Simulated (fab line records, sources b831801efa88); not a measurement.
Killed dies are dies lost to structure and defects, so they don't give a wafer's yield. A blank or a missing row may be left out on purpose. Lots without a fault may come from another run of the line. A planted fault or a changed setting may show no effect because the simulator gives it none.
Which tool did it? | flow sky130 | 7 lots, 21 wafers sampled, at 1 step of a route of 708

WHAT THE GAUGES READ, wafer by wafer
SKY_FIELD_ISO_THK_MEAS_23.
lot  | measured    | on            | FIELD_ISO_OXIDATION_01_THK (nm)
L307 | day 3 07:07 | film_metro-01 | 10.00 10.04 10.02
L309 | day 3 15:29 | film_metro-01 | 10.23 10.00 10.26
L311 | day 4 04:30 | film_metro-03 | 10.45 10.38 10.43
L313 | day 4 18:19 | film_metro-03 | 10.05 10.01 10.01
L318 | day 5 12:44 | film_metro-03 | 9.79 9.62 9.78
L323 | day 6 17:54 | film_metro-02 | 9.77 9.89 10.00
L325 | day 7 01:52 | film_metro-03 | 9.86 9.90 9.87

WHICH TOOL RAN EACH LOT (tool, then ch and the chambers of the sampled wafers, then the start)
The record holds no process step before these readings.

THE ANSWER, worked out from the rows above alone
Rule: what is usual is taken from the lots themselves. Put in order of their means at a reading, lots are off if they are a third of the lots or fewer, leave a main group of 4 or more, and stand apart from it by a gap of 3 or more times the standard deviation of the main group's means; of several such gaps the widest counts. A main group whose means are all the same, to the digits that the tables above print for the reading, isn't used. A lot without any number at a reading at which 4 lots or more have one is off too. The other lots that the step has rows for count as sound.
No lot is off at any reading shown: from this, nothing can be told.

WHAT THE SIMULATOR HAD PUT IN
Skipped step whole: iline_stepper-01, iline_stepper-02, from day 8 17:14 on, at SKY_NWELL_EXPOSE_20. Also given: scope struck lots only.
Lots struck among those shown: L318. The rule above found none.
